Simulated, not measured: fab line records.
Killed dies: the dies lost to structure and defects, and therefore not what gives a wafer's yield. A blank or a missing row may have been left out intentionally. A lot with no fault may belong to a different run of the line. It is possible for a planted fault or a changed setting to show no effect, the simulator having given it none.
fab line records :: flow sfqLine
record
  lots=16
  wafers=48
  lastDay=96
route steps=325 shown I7@307
lots that met no fault: taken from a fault-free run of the same line
startH: start of the lot's first displayed wafer, in hours after the record's first day :: waitH: hours elapsed since this lot's preceding step :: " as in the row above :: L1.1+2: several wafers, shown together as one row :: - value missing, or start not given :: * or withheld: withheld :: < > ~ a bound
route shown NAME@n: NAME is a module with steps in the file, n the number in the route of the first one :: usual: the fault-free wafers' mean and standard deviation :: same: alike in all rows :: chamber/n: place in a boat :: sites: readings site by site :: _std_site: the values' standard deviation :: _edge_site: inner sites' mean taken away from outer sites' mean :: radiusMm: how far each site lies from the wafer's centre :: mask NAME#n: copy n :: behind: tool/chamber where the wafer was last shaped :: hold: why the lot was held/for how many hours/how that ended :: device: the transistor (n, p or np) that didn't switch :: end of line: the same wafers' tests at the end of the route :: a step with no rows: only its recipe :: killed: the dies lost at the first sort to structure and to defects; this is not the yield of the wafer :: map: a wafer's dies, marking killed ones x, the rest . and places with no die _
set.NAME: the run value of the setting; set.NAME@STEP: its run value at that earlier step :: model.NAME: the simulator's own value behind a step, which no gauge read
steps of the route over a sample of lots; a table a step, a row a wafer
services: when a tool's chamber went out of use (startH, in hours from the record's first day, below 0 if earlier), for how many hours, and the reason
## steps
# step SFQ_TRILAYER_I7_VIA_BARC_OPEN_VIA_ETCH_260
# recipe
  maskMaterial=PR
  chemistry=O2
  targetDepthNm=125
  target=BARC
  sourceW=500
  biasW=80
  pressureMtorr=30
  timeS=41.7
# usual
  drypumpMotorCurrentA=5.8/0.41
  oesProductAu=0.685/0.0047
  rfFwdPowerW=494.5/2.1
  runLengthS=70.2/0.4
  timeS=41.7/0
lot.wafer: L645.1
tool: rieDiel-02
chamber: 1
startH: 1918.53
waitH: 0.0
drypumpMotorCurrentA: 5.5
oesProductAu: 0.684
rfFwdPowerW: 492.8
rfHoursCounterH: 20
runLengthS: 70.3
timeS: 41.7

lot.wafer: L645.2
tool: rieDiel-02
chamber: 2
startH: 1918.53
waitH: 0.0
drypumpMotorCurrentA: 6.1
oesProductAu: 0.681
rfFwdPowerW: 497.9
rfHoursCounterH: 14
runLengthS: 70.5
timeS: 41.7

lot.wafer: L645.3
tool: rieDiel-02
chamber: 0
startH: 1918.53
waitH: 0.0
drypumpMotorCurrentA: 6.7
oesProductAu: 0.691
rfFwdPowerW: 493.2
rfHoursCounterH: 18
runLengthS: 69.9
timeS: 41.7

lot.wafer: L646.1
tool: rieDiel-04
chamber: 1
startH: 1949.38
waitH: 0.0
drypumpMotorCurrentA: 6.0
oesProductAu: 0.683
rfFwdPowerW: 495.4
rfHoursCounterH: 19
runLengthS: 70.2
timeS: 41.7

lot.wafer: L646.3
tool: rieDiel-04
chamber: 3
startH: 1949.38
waitH: 0.0
drypumpMotorCurrentA: 5.7
oesProductAu: 0.687
rfFwdPowerW: 496.0
rfHoursCounterH: 20
runLengthS: 70.0
timeS: 41.7

lot.wafer: L646.5
tool: rieDiel-04
chamber: 1
startH: 1949.38
waitH: 0.0
drypumpMotorCurrentA: 6.0
oesProductAu: 0.679
rfFwdPowerW: 495.9
rfHoursCounterH: -
runLengthS: 69.8
timeS: 41.7

lot.wafer: L648.2
tool: rieDiel-04
chamber: 1
startH: 1954.18
waitH: 0.0
drypumpMotorCurrentA: 6.0
oesProductAu: 0.677
rfFwdPowerW: 495.3
rfHoursCounterH: 19
runLengthS: 69.8
timeS: 41.7

lot.wafer: L648.3
tool: rieDiel-04
chamber: 3
startH: 1954.18
waitH: 0.0
drypumpMotorCurrentA: 5.7
oesProductAu: 0.686
rfFwdPowerW: 496.2
rfHoursCounterH: 20
runLengthS: 69.9
timeS: 41.7

lot.wafer: L648.6
tool: rieDiel-04
chamber: 2
startH: 1954.18
waitH: 0.0
drypumpMotorCurrentA: 5.6
oesProductAu: 0.687
rfFwdPowerW: 496.9
rfHoursCounterH: -
runLengthS: 70.8
timeS: 41.7

lot.wafer: L649.2
tool: rieDiel-01
chamber: 0
startH: 1960.01
waitH: 0.0
drypumpMotorCurrentA: 5.9
oesProductAu: 0.680
rfFwdPowerW: 492.6
rfHoursCounterH: 0
runLengthS: 70.3
timeS: 41.7

lot.wafer: L649.4
tool: rieDiel-01
chamber: 1
startH: 1960.01
waitH: 0.0
drypumpMotorCurrentA: 6.1
oesProductAu: 0.681
rfFwdPowerW: 497.0
rfHoursCounterH: 16
runLengthS: 69.8
timeS: 41.7

lot.wafer: L649.6
tool: rieDiel-01
chamber: 3
startH: 1960.01
waitH: 0.0
drypumpMotorCurrentA: 5.2
oesProductAu: 0.692
rfFwdPowerW: 496.5
rfHoursCounterH: -
runLengthS: 70.0
timeS: 41.7

lot.wafer: L650.1
tool: rieDiel-02
chamber: 2
startH: 1961.21
waitH: 0.0
drypumpMotorCurrentA: 6.2
oesProductAu: 0.679
rfFwdPowerW: 494.8
rfHoursCounterH: 14
runLengthS: 71.4
timeS: 41.7

lot.wafer: L650.4
tool: rieDiel-02
chamber: 0
startH: 1961.21
waitH: 0.0
drypumpMotorCurrentA: 6.7
oesProductAu: 0.687
rfFwdPowerW: 491.4
rfHoursCounterH: -
runLengthS: 70.0
timeS: 41.7

lot.wafer: L650.5
tool: rieDiel-02
chamber: 2
startH: 1961.21
waitH: 0.0
drypumpMotorCurrentA: 6.1
oesProductAu: 0.691
rfFwdPowerW: 496.8
rfHoursCounterH: -
runLengthS: 70.5
timeS: 41.7

lot.wafer: L651.1
tool: rieDiel-04
chamber: 1
startH: 2033.96
waitH: 0.0
drypumpMotorCurrentA: 6.0
oesProductAu: 0.684
rfFwdPowerW: 494.2
rfHoursCounterH: 20
runLengthS: 69.8
timeS: 41.7

lot.wafer: L651.4
tool: rieDiel-04
chamber: 2
startH: 2033.96
waitH: 0.0
drypumpMotorCurrentA: 5.6
oesProductAu: 0.683
rfFwdPowerW: 496.0
rfHoursCounterH: 8
runLengthS: 70.4
timeS: 41.7

lot.wafer: L651.5
tool: rieDiel-04
chamber: 2
startH: 2033.96
waitH: 0.0
drypumpMotorCurrentA: 5.6
oesProductAu: 0.683
rfFwdPowerW: 497.1
rfHoursCounterH: -
runLengthS: 70.4
timeS: 41.7

lot.wafer: L652.1
tool: rieDiel-01
chamber: 2
startH: 2126.50
waitH: 0.0
drypumpMotorCurrentA: 5.4
oesProductAu: 0.686
rfFwdPowerW: 494.7
rfHoursCounterH: 4
runLengthS: 69.7
timeS: 41.7

lot.wafer: L652.3
tool: rieDiel-01
chamber: 3
startH: 2126.50
waitH: 0.0
drypumpMotorCurrentA: 5.2
oesProductAu: 0.681
rfFwdPowerW: 495.2
rfHoursCounterH: 5
runLengthS: 69.7
timeS: 41.7

lot.wafer: L652.5
tool: rieDiel-01
chamber: 0
startH: 2126.50
waitH: 0.0
drypumpMotorCurrentA: 5.9
oesProductAu: 0.693
rfFwdPowerW: 490.8
rfHoursCounterH: -
runLengthS: 70.1
timeS: 41.7

lot.wafer: L653.1
tool: rieDiel-01
chamber: 2
startH: 2133.45
waitH: 0.0
drypumpMotorCurrentA: 5.4
oesProductAu: 0.681
rfFwdPowerW: 494.9
rfHoursCounterH: 4
runLengthS: 70.2
timeS: 41.7

lot.wafer: L653.2
tool: rieDiel-01
chamber: 3
startH: 2133.45
waitH: 0.0
drypumpMotorCurrentA: 5.2
oesProductAu: 0.684
rfFwdPowerW: 496.7
rfHoursCounterH: 5
runLengthS: 69.8
timeS: 41.7

lot.wafer: L653.4
tool: rieDiel-01
chamber: 0
startH: 2133.45
waitH: 0.0
drypumpMotorCurrentA: 5.9
oesProductAu: 0.690
rfFwdPowerW: 493.6
rfHoursCounterH: 2
runLengthS: 70.5
timeS: 41.7

lot.wafer: L654.3
tool: rieDiel-04
chamber: 1
startH: 2240.85
waitH: 0.0
drypumpMotorCurrentA: 6.0
oesProductAu: 0.681
rfFwdPowerW: 494.4
rfHoursCounterH: 3
runLengthS: 70.2
timeS: 41.7

lot.wafer: L654.4
tool: rieDiel-04
chamber: 2
startH: 2240.85
waitH: 0.0
drypumpMotorCurrentA: 5.6
oesProductAu: 0.688
rfFwdPowerW: 493.2
rfHoursCounterH: 12
runLengthS: 70.7
timeS: 41.7

lot.wafer: L654.6
tool: rieDiel-04
chamber: 0
startH: 2240.85
waitH: 0.0
drypumpMotorCurrentA: 6.2
oesProductAu: 0.687
rfFwdPowerW: 493.0
rfHoursCounterH: -
runLengthS: 71.3
timeS: 41.7

lot.wafer: L655.1
tool: rieDiel-02
chamber: 2
startH: 2266.05
waitH: 0.0
drypumpMotorCurrentA: 6.1
oesProductAu: 0.693
rfFwdPowerW: 497.9
rfHoursCounterH: 0
runLengthS: 70.8
timeS: 41.7

lot.wafer: L655.3
tool: rieDiel-02
chamber: 3
startH: 2266.05
waitH: 0.0
drypumpMotorCurrentA: 5.5
oesProductAu: 0.688
rfFwdPowerW: 493.9
rfHoursCounterH: 6
runLengthS: 71.1
timeS: 41.7

lot.wafer: L655.5
tool: rieDiel-02
chamber: 0
startH: 2266.05
waitH: 0.0
drypumpMotorCurrentA: 6.7
oesProductAu: 0.679
rfFwdPowerW: 490.3
rfHoursCounterH: -
runLengthS: 69.9
timeS: 41.7

lot.wafer: L656.3
tool: rieDiel-01
chamber: 1
startH: 2269.65
waitH: 0.0
drypumpMotorCurrentA: 6.1
oesProductAu: 0.682
rfFwdPowerW: 497.6
rfHoursCounterH: 20
runLengthS: 69.8
timeS: 41.7

lot.wafer: L656.4
tool: rieDiel-01
chamber: 3
startH: 2269.65
waitH: 0.0
drypumpMotorCurrentA: 5.2
oesProductAu: 0.681
rfFwdPowerW: 497.8
rfHoursCounterH: 8
runLengthS: 70.0
timeS: 41.7

lot.wafer: L656.6
tool: rieDiel-01
chamber: 3
startH: 2269.65
waitH: 0.0
drypumpMotorCurrentA: 5.2
oesProductAu: 0.682
rfFwdPowerW: 498.7
rfHoursCounterH: -
runLengthS: 69.8
timeS: 41.7

lot.wafer: L657.1
tool: rieDiel-04
chamber: 2
startH: 2273.25
waitH: 0.0
drypumpMotorCurrentA: 5.6
oesProductAu: 0.685
rfFwdPowerW: 495.3
rfHoursCounterH: 12
runLengthS: 70.8
timeS: 41.7

lot.wafer: L657.3
tool: rieDiel-04
chamber: 1
startH: 2273.25
waitH: 0.0
drypumpMotorCurrentA: 6.0
oesProductAu: 0.686
rfFwdPowerW: 493.8
rfHoursCounterH: 4
runLengthS: 70.1
timeS: 41.7

lot.wafer: L657.5
tool: rieDiel-04
chamber: 3
startH: 2273.25
waitH: 0.0
drypumpMotorCurrentA: 5.7
oesProductAu: 0.677
rfFwdPowerW: 494.4
rfHoursCounterH: -
runLengthS: 70.2
timeS: 41.7

lot.wafer: L658.1
tool: rieDiel-04
chamber: 1
startH: 2278.05
waitH: 0.0
drypumpMotorCurrentA: 6.0
oesProductAu: 0.817
rfFwdPowerW: 494.5
rfHoursCounterH: 4
runLengthS: 60.8
timeS: 29.19

lot.wafer: L658.5
tool: rieDiel-04
chamber: 2
startH: 2278.05
waitH: 0.0
drypumpMotorCurrentA: 5.6
oesProductAu: 0.809
rfFwdPowerW: 495.6
rfHoursCounterH: -
runLengthS: 61.1
timeS: 29.19

lot.wafer: L658.6
tool: rieDiel-04
chamber: 3
startH: 2278.05
waitH: 0.0
drypumpMotorCurrentA: 5.7
oesProductAu: 0.807
rfFwdPowerW: 495.3
rfHoursCounterH: -
runLengthS: 60.2
timeS: 29.19

lot.wafer: L659.1
tool: rieDiel-01
chamber: 0
startH: 2287.65
waitH: 0.0
drypumpMotorCurrentA: 5.9
oesProductAu: 0.813
rfFwdPowerW: 492.4
rfHoursCounterH: 4
runLengthS: 60.8
timeS: 29.19

lot.wafer: L659.2
tool: rieDiel-01
chamber: 2
startH: 2287.65
waitH: 0.0
drypumpMotorCurrentA: 5.4
oesProductAu: 0.816
rfFwdPowerW: 493.8
rfHoursCounterH: 8
runLengthS: 60.5
timeS: 29.19

lot.wafer: L659.5
tool: rieDiel-01
chamber: 3
startH: 2287.65
waitH: 0.0
drypumpMotorCurrentA: 5.2
oesProductAu: 0.813
rfFwdPowerW: 497.3
rfHoursCounterH: -
runLengthS: 60.3
timeS: 29.19

lot.wafer: L660.2
tool: rieDiel-04
chamber: 3
startH: 2297.42
waitH: 0.0
drypumpMotorCurrentA: 5.7
oesProductAu: 0.807
rfFwdPowerW: 492.2
rfHoursCounterH: 3
runLengthS: 60.2
timeS: 29.19

lot.wafer: L660.3
tool: rieDiel-04
chamber: 2
startH: 2297.42
waitH: 0.0
drypumpMotorCurrentA: 5.6
oesProductAu: 0.816
rfFwdPowerW: 492.3
rfHoursCounterH: 12
runLengthS: 60.9
timeS: 29.19

lot.wafer: L660.4
tool: rieDiel-04
chamber: 0
startH: 2297.42
waitH: 0.0
drypumpMotorCurrentA: 6.2
oesProductAu: 0.822
rfFwdPowerW: 491.1
rfHoursCounterH: 13
runLengthS: 61.2
timeS: 29.19

lot.wafer: L661.1
tool: rieDiel-02
chamber: 2
startH: 2299.82
waitH: 0.0
drypumpMotorCurrentA: 6.1
oesProductAu: 0.815
rfFwdPowerW: 495.7
rfHoursCounterH: 1
runLengthS: 61.3
timeS: 29.19

lot.wafer: L661.5
tool: rieDiel-02
chamber: 2
startH: 2299.82
waitH: 0.0
drypumpMotorCurrentA: 6.2
oesProductAu: 0.812
rfFwdPowerW: 494.8
rfHoursCounterH: -
runLengthS: 61.4
timeS: 29.19

lot.wafer: L661.6
tool: rieDiel-02
chamber: 3
startH: 2299.82
waitH: 0.0
drypumpMotorCurrentA: 5.5
oesProductAu: 0.813
rfFwdPowerW: 491.7
rfHoursCounterH: -
runLengthS: 60.9
timeS: 29.19
## services
tool: rieDiel-01
chamber: 2
startH: 1899.59
hours: 5.0
kind: repair

tool: rieDiel-02
chamber: 2
startH: 1920.76
hours: 7.0
kind: repair

tool: rieDiel-01
chamber: 0
startH: 1931.56
hours: -
kind: clean

tool: rieDiel-02
chamber: 3
startH: 1941.74
hours: 3.5
kind: repair

tool: rieDiel-02
chamber: 1
startH: 1947.82
hours: 7.7
kind: repair

tool: rieDiel-01
chamber: -
startH: 1957.74
hours: 0.3
kind: repair

tool: rieDiel-02
chamber: 2
startH: 1966.75
hours: 10.6
kind: repair

tool: rieDiel-04
chamber: 2
startH: 1995.59
hours: 6.8
kind: repair

tool: rieDiel-01
chamber: 2
startH: 2003.07
hours: 9.6
kind: repair

tool: rieDiel-04
chamber: 0
startH: 2023.11
hours: 10.8
kind: repair

tool: rieDiel-04
chamber: 3
startH: 2050.54
hours: 64.8
kind: repair

tool: rieDiel-04
chamber: 2
startH: 2050.72
hours: 3.5
kind: repair

tool: rieDiel-04
chamber: 1
startH: 2115.35
hours: -
kind: clean

tool: rieDiel-04
chamber: 1
startH: 2115.35
hours: 11.6
kind: scheduledDown

tool: rieDiel-04
chamber: 1
startH: 2115.35
hours: 11.6
kind: ventCycle

tool: rieDiel-04
chamber: 3
startH: 2127.55
hours: -
kind: clean

tool: rieDiel-04
chamber: 3
startH: 2127.55
hours: 25.9
kind: scheduledDown

tool: rieDiel-04
chamber: 3
startH: 2127.55
hours: 25.9
kind: ventCycle

tool: rieDiel-02
chamber: 1
startH: 2153.79
hours: 18.3
kind: repair

tool: rieDiel-04
chamber: 2
startH: 2158.06
hours: 22.3
kind: repair

tool: rieDiel-02
chamber: 3
startH: 2169.51
hours: 18.7
kind: repair

tool: rieDiel-01
chamber: -
startH: 2198.80
hours: 0.5
kind: repair

tool: rieDiel-01
chamber: 1
startH: 2202.92
hours: 4.6
kind: repair

tool: rieDiel-01
chamber: 0
startH: 2204.96
hours: 3.5
kind: repair
## key
firstSign
  step=SFQ_TRILAYER_I7_VIA_BARC_OPEN_VIA_ETCH_260
  reading=timeS
  direction=down
  sigmas=99+
  usual=*
  struck=*
effect
  step=SFQ_TRILAYER_I7_VIA_BARC_OPEN_VIA_ETCH_260
  reading=oesProductAu
  direction=up
  sigmas=28
  usual=0.685
  struck=0.813
metAt SFQ_TRILAYER_I7_VIA_BARC_OPEN_VIA_ETCH_260
struckLots L658,L659,L660,L661
onsetBetween 2273.25 2278.05
fault
  kind=recipeVersionSkew
  tool=rieDiel-01,rieDiel-02,rieDiel-04
  chamber=-
  onsetH=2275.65
  steps=SFQ_TRILAYER_I7_VIA_BARC_OPEN_VIA_ETCH_260
  wrongRecipe.timeS=*
